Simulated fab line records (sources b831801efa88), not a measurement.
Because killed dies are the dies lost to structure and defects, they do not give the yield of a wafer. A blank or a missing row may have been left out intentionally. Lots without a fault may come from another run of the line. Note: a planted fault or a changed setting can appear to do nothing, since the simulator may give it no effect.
The tool behind it: which one? + flow gf180mcu + at 1 step of a route of 602, 7 lots with 21 wafers sampled

## WHAT EACH GAUGE READ, for each wafer
GF_M2_THK_MEAS_06: measures by xrf.
| lot  | measured     | on            | M2_ALCU_THK (nm) |
|------|--------------|---------------|------------------|
| L798 | day 19 07:32 | film-metro-03 | 445 448 446      |
| L803 | day 20 07:17 | film-metro-01 | 448 454 456      |
| L808 | day 21 23:44 | film-metro-01 | 442 448 453      |
| L810 | day 22 19:41 | film-metro-02 | 464 468 465      |
| L816 | day 25 01:36 | film-metro-02 | 445 445 446      |
| L818 | day 25 19:14 | film-metro-02 | 452 445 458      |
| L820 | day 26 02:33 | film-metro-03 | 455 462 453      |

## EACH LOT AND THE TOOL THAT RAN IT (in order: tool; ch and the chambers of the sampled wafers; start)
There is no process step in the record ahead of these readings.

## THE ANSWER, worked out from the rows above alone
Rule: the lots themselves supply what counts as usual. Put in order of their means at a reading, lots are off if they are a third of the lots or fewer, leave a main group of 4 or more, and stand apart from it by a gap of 3 or more times the standard deviation of the main group's means; of several such gaps the widest counts. The tables above print the reading to a certain number of digits; a main group whose means all agree to those digits is not used. A lot without any number at a reading at which 4 lots or more have one is off too. Where the step has rows for the other lots, those lots are counted as sound.
None of the lots is off at any reading shown; this tells nothing.

## WHAT HAD BEEN PUT IN BY THE SIMULATOR
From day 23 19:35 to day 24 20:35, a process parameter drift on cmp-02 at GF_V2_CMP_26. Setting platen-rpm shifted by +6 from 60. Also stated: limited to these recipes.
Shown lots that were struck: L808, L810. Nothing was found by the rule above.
